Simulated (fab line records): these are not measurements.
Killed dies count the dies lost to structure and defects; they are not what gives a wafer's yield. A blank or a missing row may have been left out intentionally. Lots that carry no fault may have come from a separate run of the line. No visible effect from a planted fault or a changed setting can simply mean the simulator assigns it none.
Which tool was responsible? / flow sky130 / Sampling: 15 lots, 42 wafers, 4 of 708 route steps

## WHAT THE GAUGES READ, wafer by wafer
SKY_LOCAL_INTERCONNECT_CD_MEAS_11: the cd target is 170 nm.
lot=L798; measured=day 29 21:57; on=cd sem-02; cd nm (nm)=168.3 168.3 168.1
lot=L799; measured=day 30 19:30; on=cd sem-01; cd nm (nm)=170.9 170.1 168.7
lot=L800; measured=day 30 20:45; on=cd sem-01; cd nm (nm)=170.7 170.8 170.8
lot=L801; measured=day 31 20:35; on=cd sem-01; cd nm (nm)=169.7 168.8 170.5
lot=L802; measured=day 32 01:49; on=cd sem-02; cd nm (nm)=171.6 171.8 171.4
lot=L805; measured=day 32 19:58; on=cd sem-01; cd nm (nm)=172.4 172.0 172.8
lot=L803; measured=day 32 22:03; on=cd sem-01; cd nm (nm)=168.6 168.4 170.7
lot=L806; measured=day 33 09:01; on=cd sem-01; cd nm (nm)=169.8 169.1 170.1
lot=L811; measured=day 34 16:47; on=cd sem-01; cd nm (nm)=170.9 170.5
lot=L812; measured=day 34 22:37; on=cd sem-01; cd nm (nm)=169.1 169.3
lot=L816; measured=day 36 00:38; on=cd sem-01; cd nm (nm)=172.5 172.0
lot=L817; measured=day 36 16:55; on=cd sem-02; cd nm (nm)=170.1 169.5 169.6
lot=L818; measured=day 36 22:23; on=cd sem-02; cd nm (nm)=168.0 167.5 168.7
lot=L819; measured=day 37 04:08; on=cd sem-02; cd nm (nm)=172.8 171.8 171.8
lot=L820; measured=day 37 12:36; on=cd sem-01; cd nm (nm)=167.8 169.3 169.2

SKY_LOCAL_INTERCONNECT_OVL_MEAS_12.
lot=L798; measured=day 29 22:03; on=overlay-01; LOCAL_INTERCONNECT_OVL (nm)=-7 5 7
lot=L799; measured=day 30 19:37; on=overlay-01; LOCAL_INTERCONNECT_OVL (nm)=4 -1 6
lot=L800; measured=day 30 20:52; on=overlay-02; LOCAL_INTERCONNECT_OVL (nm)=4 6 3
lot=L801; measured=day 31 20:41; on=overlay-02; LOCAL_INTERCONNECT_OVL (nm)=6 6 -1
lot=L802; measured=day 32 01:55; on=overlay-01; LOCAL_INTERCONNECT_OVL (nm)=4 2 1
lot=L805; measured=day 32 20:04; on=overlay-01; LOCAL_INTERCONNECT_OVL (nm)=0 0 -1
lot=L803; measured=day 32 22:10; on=overlay-01; LOCAL_INTERCONNECT_OVL (nm)=6 1 -3
lot=L806; measured=day 33 09:07; on=overlay-01; LOCAL_INTERCONNECT_OVL (nm)=1 0 -3
lot=L811; measured=day 34 16:50; on=overlay-02; LOCAL_INTERCONNECT_OVL (nm)=-3 1
lot=L812; measured=day 34 22:43; on=overlay-02; LOCAL_INTERCONNECT_OVL (nm)=7 14
lot=L816; measured=day 36 00:44; on=overlay-01; LOCAL_INTERCONNECT_OVL (nm)=4 2
lot=L817; measured=day 36 17:01; on=overlay-01; LOCAL_INTERCONNECT_OVL (nm)=11 1 -3
lot=L818; measured=day 36 22:29; on=overlay-02; LOCAL_INTERCONNECT_OVL (nm)=7 7 4
lot=L819; measured=day 37 04:15; on=overlay-01; LOCAL_INTERCONNECT_OVL (nm)=-1 -2 1
lot=L820; measured=day 37 12:42; on=overlay-02; LOCAL_INTERCONNECT_OVL (nm)=1 7 6

## EACH LOT AND THE TOOL THAT RAN IT (in order: tool; ch and the chambers of the sampled wafers; start)
lot=L798; SKY_LI_CONTACT_CMP_24=cmp-02 ch 0,1,3, day 28 16:51; SKY_LOCAL_INTERCONNECT_COAT_05=litho track-02 ch 0, day 29 06:59
lot=L799; SKY_LI_CONTACT_CMP_24=cmp-02 ch 0,1, day 29 15:52; SKY_LOCAL_INTERCONNECT_COAT_05=litho track-02 ch 0, day 30 06:10
lot=L800; SKY_LI_CONTACT_CMP_24=cmp-02 ch 0,2,3, day 29 16:36; SKY_LOCAL_INTERCONNECT_COAT_05=litho track-01 ch 0, day 30 06:57
lot=L801; SKY_LI_CONTACT_CMP_24=cmp-02 ch 2,3, day 30 16:05; SKY_LOCAL_INTERCONNECT_COAT_05=litho track-02 ch 0, day 31 06:07
lot=L802; SKY_LI_CONTACT_CMP_24=cmp-02 ch 1,2, day 30 22:58; SKY_LOCAL_INTERCONNECT_COAT_05=litho track-02 ch 0, day 31 12:47
lot=L805; SKY_LI_CONTACT_CMP_24=cmp-02 ch 1,3, day 31 16:26; SKY_LOCAL_INTERCONNECT_COAT_05=litho track-04 ch 0, day 32 05:41
lot=L803; SKY_LI_CONTACT_CMP_24=cmp-01 ch 0,1,3, day 31 19:00; SKY_LOCAL_INTERCONNECT_COAT_05=litho track-01 ch 0, day 32 08:15
lot=L806; SKY_LI_CONTACT_CMP_24=cmp-01 ch 0,2,3, day 32 05:30; SKY_LOCAL_INTERCONNECT_COAT_05=litho track-01 ch 0, day 32 19:42
lot=L811; SKY_LI_CONTACT_CMP_24=cmp-02 ch 1,2, day 33 12:51; SKY_LOCAL_INTERCONNECT_COAT_05=litho track-04 ch 0, day 34 02:53
lot=L812; SKY_LI_CONTACT_CMP_24=cmp-02 ch 1, day 33 19:19; SKY_LOCAL_INTERCONNECT_COAT_05=litho track-04 ch 0, day 34 08:53
lot=L816; SKY_LI_CONTACT_CMP_24=cmp-01 ch 0,3, day 34 22:27; SKY_LOCAL_INTERCONNECT_COAT_05=litho track-04 ch 0, day 35 11:54
lot=L817; SKY_LI_CONTACT_CMP_24=cmp-02 ch 1,2,3, day 35 14:27; SKY_LOCAL_INTERCONNECT_COAT_05=litho track-02 ch 0, day 36 03:44
lot=L818; SKY_LI_CONTACT_CMP_24=cmp-01 ch 0,1, day 35 20:34; SKY_LOCAL_INTERCONNECT_COAT_05=litho track-02 ch 0, day 36 10:10
lot=L819; SKY_LI_CONTACT_CMP_24=cmp-02 ch 0,2,3, day 36 01:17; SKY_LOCAL_INTERCONNECT_COAT_05=litho track-01 ch 0, day 36 14:48
lot=L820; SKY_LI_CONTACT_CMP_24=cmp-02 ch 0,2,3, day 36 10:54; SKY_LOCAL_INTERCONNECT_COAT_05=litho track-01 ch 0, day 36 23:28
- SKY_LI_CONTACT_CMP_24: polishes, stops on PSG, t overpolish 20 s, target thk 0 nm.
- SKY_LOCAL_INTERCONNECT_COAT_05: resist thk 60 nm.

## WHAT THE TOOLS THEMSELVES READ (means of the sampled wafers that have a number; where no wafer has one, the mark that the record gives instead)
SKY_LI_CONTACT_CMP_24.
lot=L798; tool=cmp-02; motor current A (A)=10.9; overpolish run s (s)=19.995; retaining ring pressure frac=1.005; time to endpoint s (s)=93
lot=L799; tool=cmp-02; motor current A (A)=9.4; overpolish run s (s)=20.000; retaining ring pressure frac=1.008; time to endpoint s (s)=93
lot=L800; tool=cmp-02; motor current A (A)=11.2; overpolish run s (s)=19.998; retaining ring pressure frac=1.006; time to endpoint s (s)=92
lot=L801; tool=cmp-02; motor current A (A)=12.7; overpolish run s (s)=19.998; retaining ring pressure frac=1.000; time to endpoint s (s)=90
lot=L802; tool=cmp-02; motor current A (A)=10.6; overpolish run s (s)=20.003; retaining ring pressure frac=0.996; time to endpoint s (s)=90
lot=L805; tool=cmp-02; motor current A (A)=10.5; overpolish run s (s)=20.002; retaining ring pressure frac=0.999; time to endpoint s (s)=93
lot=L803; tool=cmp-01; motor current A (A)=12.2; overpolish run s (s)=19.997; retaining ring pressure frac=1.003; time to endpoint s (s)=96
lot=L806; tool=cmp-01; motor current A (A)=12.2; overpolish run s (s)=20.001; retaining ring pressure frac=1.003; time to endpoint s (s)=99
lot=L811; tool=cmp-02; motor current A (A)=10.3; overpolish run s (s)=19.993; retaining ring pressure frac=0.999; time to endpoint s (s)=94
lot=L812; tool=cmp-02; motor current A (A)=9.8; overpolish run s (s)=19.998; retaining ring pressure frac=1.000; time to endpoint s (s)=94
lot=L816; tool=cmp-01; motor current A (A)=12.3; overpolish run s (s)=19.993; retaining ring pressure frac=1.000; time to endpoint s (s)=96
lot=L817; tool=cmp-02; motor current A (A)=10.8; overpolish run s (s)=20.011; retaining ring pressure frac=1.001; time to endpoint s (s)=90
lot=L818; tool=cmp-01; motor current A (A)=11.4; overpolish run s (s)=20.001; retaining ring pressure frac=1.001; time to endpoint s (s)=91
lot=L819; tool=cmp-02; motor current A (A)=10.9; overpolish run s (s)=19.990; retaining ring pressure frac=0.998; time to endpoint s (s)=96
lot=L820; tool=cmp-02; motor current A (A)=11.4; overpolish run s (s)=19.996; retaining ring pressure frac=0.999; time to endpoint s (s)=89

## THE ANSWER, worked out from the rows above alone
Rule: usual is defined by the lots themselves. Put in order of their means at a reading, lots are off if they are a third of the lots or fewer, leave a main group of 4 or more, and stand apart from it by a gap of 3 or more times the standard deviation of the main group's means; of several such gaps the widest counts. Not used: any main group whose means are identical at the precision the tables above print for the reading. Also off: a lot with no number at a reading for which 4 or more lots have one. All remaining lots with rows at the step are treated as sound. The gauges are gone through in route order, then the tools' own readings, and for those a lot's mean is taken as printed above. At the first step where some lot is off, the reading lying furthest off is the one used; lots without a number count as furthest.
None of the lots is off at any reading shown; this tells nothing.

## WHAT HAD BEEN PUT IN BY THE SIMULATOR
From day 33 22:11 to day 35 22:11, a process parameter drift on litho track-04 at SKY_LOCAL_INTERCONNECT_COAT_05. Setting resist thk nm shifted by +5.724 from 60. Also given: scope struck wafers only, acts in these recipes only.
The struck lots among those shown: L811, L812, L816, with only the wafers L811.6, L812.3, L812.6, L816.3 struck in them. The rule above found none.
